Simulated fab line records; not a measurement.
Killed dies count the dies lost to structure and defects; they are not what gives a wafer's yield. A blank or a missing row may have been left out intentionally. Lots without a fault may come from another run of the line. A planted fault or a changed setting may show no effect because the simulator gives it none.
Which tool did it? | flow gf180mcu | 12 lots, 36 wafers sampled, at 5 steps of a route of 602

## WHAT THE GAUGES READ, wafer by wafer
GF_V3_THK_MEAS_01.
lot  | measured     | on            | V3_CVD_00_THK (nm)
L288 | day 21 14:37 | film metro-01 | 608 604 608
L289 | day 21 22:50 | film metro-01 | 595 600 596
L290 | day 22 15:13 | film metro-04 | 601 600 600
L292 | day 23 12:30 | film metro-03 | 601 602 607
L293 | day 23 22:53 | film metro-04 | 604 606 610
L294 | day 24 05:26 | film metro-01 | 607 602 611
L299 | day 25 16:42 | film metro-03 | 602 602 599
L304 | day 27 03:20 | film metro-04 | 606 610 608
L305 | day 27 11:07 | film metro-01 | 607 607 604
L307 | day 28 01:32 | film metro-01 | 599 602 597
L309 | day 28 19:26 | film metro-01 | 592 589 585
L310 | day 28 22:50 | film metro-04 | 598 593 595

GF_M4_CD_MEAS_14: the cd target is 280 nm.
lot  | measured     | on        | cd nm (nm)
L288 | day 23 14:57 | cd sem-02 | 281.0 280.0 280.5
L289 | day 24 00:19 | cd sem-02 | 279.0 279.7 281.2
L290 | day 24 14:07 | cd sem-02 | 278.9 278.1 279.9
L292 | day 25 10:11 | cd sem-02 | 280.7 281.3 280.7
L293 | day 25 21:24 | cd sem-02 | 282.4 279.9 280.5
L294 | day 26 02:48 | cd sem-02 | 280.8 280.1 281.9
L299 | day 27 11:41 | cd sem-01 | 280.5 281.3 281.2
L304 | day 28 21:25 | cd sem-01 | 296.0 294.3 296.4
L305 | day 29 03:36 | cd sem-01 | 295.8 295.7 295.4
L307 | day 29 18:17 | cd sem-01 | 279.4 278.7 277.7
L309 | day 30 11:14 | cd sem-01 | 279.1 278.3 279.6
L310 | day 30 14:21 | cd sem-01 | 278.2 277.5 279.1

## WHAT TOOL EACH LOT RAN ON (gives the tool, then ch and the chambers of the sampled wafers, and finally the start)
lot  | GF_M2_SPUTTER_03             | GF_V2_SPUTTER_22             | GF_M4_SOFTBAKE_10
L288 | pvd sputter-01, day 18 08:56 | pvd sputter-04, day 20 12:53 | litho track-03 ch 0, day 23 03:40
L289 | pvd sputter-03, day 18 19:13 | pvd sputter-04, day 20 21:59 | litho track-03 ch 0, day 23 12:55
L290 | pvd sputter-04, day 19 10:08 | pvd sputter-04, day 21 13:40 | litho track-04 ch 0, day 24 02:54
L292 | pvd sputter-01, day 20 11:11 | pvd sputter-04, day 22 12:27 | litho track-03 ch 0, day 24 23:56
L293 | pvd sputter-04, day 20 20:39 | pvd sputter-02, day 22 22:26 | litho track-03 ch 0, day 25 10:37
L294 | pvd sputter-03, day 21 04:20 | pvd sputter-03, day 23 04:40 | litho track-04 ch 0, day 25 16:09
L299 | pvd sputter-04, day 22 17:47 | pvd sputter-02, day 24 17:08 | litho track-02 ch 0, day 27 01:55
L304 | pvd sputter-01, day 24 08:00 | pvd sputter-02, day 26 04:59 | litho track-03 ch 0, day 28 11:56
L305 | pvd sputter-01, day 24 16:58 | pvd sputter-02, day 26 13:08 | litho track-03 ch 0, day 28 18:31
L307 | pvd sputter-03, day 25 06:43 | pvd sputter-04, day 27 03:26 | litho track-02 ch 0, day 29 09:05
L309 | pvd sputter-01, day 26 03:44 | pvd sputter-02, day 27 22:23 | litho track-02 ch 0, day 30 01:50
L310 | pvd sputter-01, day 26 07:23 | pvd sputter-03, day 28 01:50 | litho track-02 ch 0, day 30 05:10
- GF_M2_SPUTTER_03: material Ti, target thk 10 nm, time 6.7 s.
- GF_V2_SPUTTER_22: material TiN, target thk 10 nm, time 40 s.
- GF_M4_SOFTBAKE_10: time 60 s.

## AS READ BY THE TOOLS THEMSELVES (means over the sampled wafers that have a number; for cases with no such wafer, the mark the record gives instead)
GF_M2_SPUTTER_03.
lot  | tool           | cathode dc power W (W) | throttle valve pct (%)
L288 | pvd sputter-01 | 2999.6                 | 29.5
L289 | pvd sputter-03 | 3000.8                 | 29.8
L290 | pvd sputter-04 | 2999.9                 | 30.7
L292 | pvd sputter-01 | 2999.9                 | 30.6
L293 | pvd sputter-04 | 3000.1                 | 30.9
L294 | pvd sputter-03 | 2999.7                 | 29.9
L299 | pvd sputter-04 | 2999.7                 | 30.9
L304 | pvd sputter-01 | 3000.1                 | 30.3
L305 | pvd sputter-01 | 2999.5                 | 30.5
L307 | pvd sputter-03 | 3000.1                 | 30.3
L309 | pvd sputter-01 | 2999.8                 | 31.2
L310 | pvd sputter-01 | 3000.3                 | 30.1

GF_V2_SPUTTER_22.
lot  | tool           | cathode dc power W (W) | throttle valve pct (%)
L288 | pvd sputter-04 | 4000.6                 | 30.6
L289 | pvd sputter-04 | 4000.4                 | 30.9
L290 | pvd sputter-04 | 4000.5                 | 30.4
L292 | pvd sputter-04 | 3999.3                 | 30.6
L293 | pvd sputter-02 | 3999.8                 | 30.0
L294 | pvd sputter-03 | 4000.4                 | 30.1
L299 | pvd sputter-02 | 4000.6                 | 30.0
L304 | pvd sputter-02 | 4000.4                 | 30.9
L305 | pvd sputter-02 | 3999.6                 | 29.5
L307 | pvd sputter-04 | 3999.5                 | 31.1
L309 | pvd sputter-02 | 4000.2                 | 29.0
L310 | pvd sputter-03 | 4000.6                 | 30.0

GF_M4_SOFTBAKE_10.
lot  | tool           | heater power total W (W) | plate temp C (C) | resist line temp C (C)
L288 | litho track-03 | 92.97                    | 130.00           | 22.97
L289 | litho track-03 | 93.10                    | 129.95           | 22.92
L290 | litho track-04 | 93.07                    | 129.96           | 22.88
L292 | litho track-03 | 93.09                    | 130.27           | 23.07
L293 | litho track-03 | 92.98                    | 130.19           | 23.01
L294 | litho track-04 | 93.07                    | 129.99           | 22.94
L299 | litho track-02 | 93.08                    | 129.90           | 23.05
L304 | litho track-03 | 86.72                    | 123.46           | 22.91
L305 | litho track-03 | 86.76                    | 123.08           | 22.96
L307 | litho track-02 | 93.02                    | 129.83           | 23.00
L309 | litho track-02 | 92.99                    | 129.98           | 23.04
L310 | litho track-02 | 93.04                    | 130.08           | 22.89

## THE ANSWER, worked out from the rows above alone
Rule: what is usual is taken from the lots themselves. Put in order of their means at a reading, lots are off if they are a third of the lots or fewer, leave a main group of 4 or more, and stand apart from it by a gap of 3 or more times the standard deviation of the main group's means; of several such gaps the widest counts. The tables above print the reading to a certain number of digits; a main group whose means all agree to those digits is not used. Also off: a lot with no number at a reading for which 4 or more lots have one. The other lots that the step has rows for count as sound. The gauges are gone through in route order, then the tools' own readings, and for those a lot's mean is taken as printed above. At the first step where some lot is off, the reading lying furthest off is the one used; lots without a number count as furthest.
Off at GF_M4_CD_MEAS_14 (cd nm): L304, L305. For the main group the mean is 279.9 nm and the standard deviation 1.
If a tool, at a process step before that reading, ran all the lots that are off and no sound lot after the first of them, it fits. The gauges at GF_M4_CD_MEAS_14 aren't tried: what is off there is off at GF_M4_SOFTBAKE_10 too, on other tools, and a gauge's error can't cause that. One fits: GF_M4_SOFTBAKE_10 on litho track-03. A fault onset in the window from L293 (day 25 10:37, its last sound lot) to L304 (day 28 11:56, its first lot off) fits.
The tool's own readings at GF_M4_SOFTBAKE_10 bear it out: on the lots that are off they differ by more than 5 times the standard deviation of the sound lots' means. heater power total W reads 86.74 W there against 93.04 W on the sound lots; plate temp C reads 123.27 C there against 130.02 C on the sound lots.

## WHAT THE SIMULATOR HAD INSERTED
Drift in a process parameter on litho track-03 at GF_M4_SOFTBAKE_10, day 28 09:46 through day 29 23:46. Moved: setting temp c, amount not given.
Shown lots that were struck: L304, L305. Same finding as the rule above.
